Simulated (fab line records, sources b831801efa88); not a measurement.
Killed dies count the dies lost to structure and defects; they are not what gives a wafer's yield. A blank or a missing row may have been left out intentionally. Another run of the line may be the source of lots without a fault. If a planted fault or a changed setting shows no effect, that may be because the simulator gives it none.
Which tool is to blame?	flow gf180mcu	7 lots, 21 wafers sampled, at 2 steps of a route of 602

== WHAT THE GAUGES READ, wafer by wafer ==
GF_HV_LDD_RS_MEAS_53: measures by four-point-probe.
lot	measured	on	HV_LDD_RS (ohm/sq)
L633	day 12 13:30	filmMetro-02	417.5 418.0 417.7
L635	day 13 09:38	filmMetro-04	416.9 417.8 417.6
L640	day 15 13:36	filmMetro-04	418.2 418.1 418.6
L642	day 15 21:40	filmMetro-01	427.8 429.3 428.5
L644	day 16 11:50	filmMetro-04	427.6 426.4 427.4
L649	day 18 03:11	filmMetro-02	418.6 417.1 417.9
L654	day 19 19:17	filmMetro-04	418.0 418.1 417.6

== EACH LOT AND THE TOOL THAT RAN IT (in order: tool; ch and the chambers of the sampled wafers; start) ==
lot	GF_HV_LDD_IMPLANT_09
L633	implanter-04 ch 0, day 10 05:47
L635	implanter-02 ch 0, day 10 22:03
L640	implanter-01 ch 0, day 12 21:01
L642	implanter-01 ch 0, day 13 04:37
L644	implanter-01 ch 0, day 13 18:26
L649	implanter-02 ch 0, day 15 06:52
L654	implanter-01 ch 0, day 16 19:46
- GF_HV_LDD_IMPLANT_09

== THE ANSWER, worked out from the rows above alone ==
Rule: the usual values come from the lots themselves. The widest of any qualifying gaps counts: lots, ordered by their means at a reading, are off when they make up no more than a third of the lots, leave a main group of 4 or more, and stand apart from it by 3 or more times the standard deviation of that group's means. A main group is skipped when, at the precision printed for the reading in the tables above, its means are all equal. Also off: a lot with no number at a reading for which 4 or more lots have one. The other lots that the step has rows for count as sound.
Off: L642, L644, seen at GF_HV_LDD_RS_MEAS_53 (HV_LDD_RS). Main group: mean 417.8 ohm/sq, sd 0.28.
If a tool, at a process step before that reading, ran all the lots that are off and no sound lot after the first of them, it fits. Gauges at GF_HV_LDD_RS_MEAS_53: tried the same way as those tools. No candidate that was tried fits.

== WHAT THE SIMULATOR HAD INSERTED ==
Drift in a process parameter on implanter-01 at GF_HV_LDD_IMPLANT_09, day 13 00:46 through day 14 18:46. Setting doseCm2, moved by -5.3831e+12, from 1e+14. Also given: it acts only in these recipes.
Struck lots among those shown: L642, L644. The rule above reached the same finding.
